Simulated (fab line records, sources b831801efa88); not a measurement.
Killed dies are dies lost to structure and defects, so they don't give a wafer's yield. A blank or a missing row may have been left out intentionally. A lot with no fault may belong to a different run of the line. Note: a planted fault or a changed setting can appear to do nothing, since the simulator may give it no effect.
Which tool was responsible? -- flow sky130 -- 12 lots, 36 wafers sampled, at 1 step of a route of 708

== WHAT THE GAUGES SHOWED, per wafer ==
SKY_VIA2_THK_MEAS_01.
lot,measured,on,VIA2_HDPCVD_THK (nm)
L074,day 35 15:50,film-metro-01,1182 1182 1182
L077,day 36 03:47,film-metro-04,1159 1157 1164
L079,day 38 00:06,film-metro-04,1170 1173 1178
L080,day 38 04:42,film-metro-01,1171 1173 1165
L083,day 39 10:08,film-metro-04,1159 1164 1165
L086,day 40 01:01,film-metro-03,1163 1159 1179
L087,day 40 12:10,film-metro-04,1174 1173 1169
L090,day 40 21:20,film-metro-03,1175 1169 1168
L092,day 41 03:31,film-metro-03,1196 1190 1175
L094,day 41 14:10,film-metro-04,1159 1171 1174
L096,day 41 20:44,film-metro-04,1174 1164 1190
L097,day 42 06:04,film-metro-01,1180 1175 1170

== TOOL THAT RAN EACH LOT (tool first, then ch and the chambers of the sampled wafers, then the start) ==
Before these readings, the record contains no process step.

== THE ANSWER, worked out from the rows above alone ==
Rule: what is usual is taken from the lots themselves. The widest of any qualifying gaps counts: lots, ordered by their means at a reading, are off when they make up no more than a third of the lots, leave a main group of 4 or more, and stand apart from it by 3 or more times the standard deviation of that group's means. A main group is skipped when, at the precision printed for the reading in the tables above, its means are all equal. Also off: a lot with no number at a reading for which 4 or more lots have one. Any other lot the step has rows for is counted as sound.
Across all readings shown, no lot is off: no conclusion can be drawn from this.

== WHAT THE SIMULATOR HAD INSERTED ==
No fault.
